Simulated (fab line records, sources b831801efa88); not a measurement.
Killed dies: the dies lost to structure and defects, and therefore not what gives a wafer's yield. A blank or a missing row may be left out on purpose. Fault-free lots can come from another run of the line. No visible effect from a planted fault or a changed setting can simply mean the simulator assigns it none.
Matching of chambers || flow gf180mcu || 3 sister chambers for GF_MIM_CVD_05 on pecvd-02
The step deposits Si3N4, target thk 42 nm, time 29.086 s. 18 wafers are shown with their chamber, then 9 later ones without.

## WAFERS PAIRED WITH THEIR CHAMBERS
{"wafer": "L076.1", "chamber": 2, "heater-power-w (W)": 936}
{"wafer": "L076.2", "chamber": 0, "heater-power-w (W)": 1017}
{"wafer": "L076.3", "chamber": 1, "heater-power-w (W)": 598}
{"wafer": "L081.1", "chamber": 2, "heater-power-w (W)": 920}
{"wafer": "L081.2", "chamber": 1, "heater-power-w (W)": 601}
{"wafer": "L081.6", "chamber": 0, "heater-power-w (W)": 966}
{"wafer": "L080.3", "chamber": 1, "heater-power-w (W)": 575}
{"wafer": "L080.5", "chamber": 2, "heater-power-w (W)": 830}
{"wafer": "L080.6", "chamber": 0, "heater-power-w (W)": 1008}
{"wafer": "L082.1", "chamber": 1, "heater-power-w (W)": 593}
{"wafer": "L082.3", "chamber": 2, "heater-power-w (W)": 813}
{"wafer": "L082.5", "chamber": 1, "heater-power-w (W)": 583}
{"wafer": "L085.2", "chamber": 0, "heater-power-w (W)": 1088}
{"wafer": "L085.3", "chamber": 1, "heater-power-w (W)": 560}
{"wafer": "L085.4", "chamber": 0, "heater-power-w (W)": 1094}
{"wafer": "L087.2", "chamber": 1, "heater-power-w (W)": 624}
{"wafer": "L087.3", "chamber": 0, "heater-power-w (W)": 1071}
{"wafer": "L087.5", "chamber": 0, "heater-power-w (W)": 1065}

SIGNATURES (averages over the wafers above)
{"reading": "heater-power-w", "chamber 0": 1044.14, "chamber 1": 590.57, "chamber 2": 874.75, "scatter within a chamber": 43.1}
Rule: for each reading, subtract the chamber's mean from the wafer's reading, divide by that reading's scatter and square the result; add these up over the readings and take the root, which gives the wafer's distance from the chamber. If the next closest chamber is less than 2 further off than the closest, the wafer can't be placed; otherwise it belongs to the closest. The scatter is the square root of a quotient: the sum, over the shown wafers, of each reading's squared deviation from its chamber's mean, divided by wafers minus chambers.

## WAFERS WITHOUT THEIR CHAMBER
{"wafer": "L090.2", "heater-power-w (W)": 809}
{"wafer": "L090.3", "heater-power-w (W)": 586}
{"wafer": "L090.6", "heater-power-w (W)": 1122}
{"wafer": "L093.2", "heater-power-w (W)": 638}
{"wafer": "L093.3", "heater-power-w (W)": 911}
{"wafer": "L093.4", "heater-power-w (W)": 879}
{"wafer": "L094.3", "heater-power-w (W)": 636}
{"wafer": "L094.5", "heater-power-w (W)": 628}
{"wafer": "L094.6", "heater-power-w (W)": 980}

## WHICH CHAMBER EACH ONE RAN IN
{"wafer": "L090.2", "from the rows above": 2, "in truth": 2}
{"wafer": "L090.3", "from the rows above": 1, "in truth": 1}
{"wafer": "L090.6", "from the rows above": 0, "in truth": 0}
{"wafer": "L093.2", "from the rows above": 1, "in truth": 1}
{"wafer": "L093.3", "from the rows above": 2, "in truth": 2}
{"wafer": "L093.4", "from the rows above": 2, "in truth": 2}
{"wafer": "L094.3", "from the rows above": 1, "in truth": 1}
{"wafer": "L094.5", "from the rows above": 1, "in truth": 1}
{"wafer": "L094.6", "from the rows above": "can't be placed: 0 or 2", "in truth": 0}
Placed correctly: 8 of 9. From these rows, 1 cannot be placed; in 1 the true chamber is one of the candidates. 0 placed wrongly.
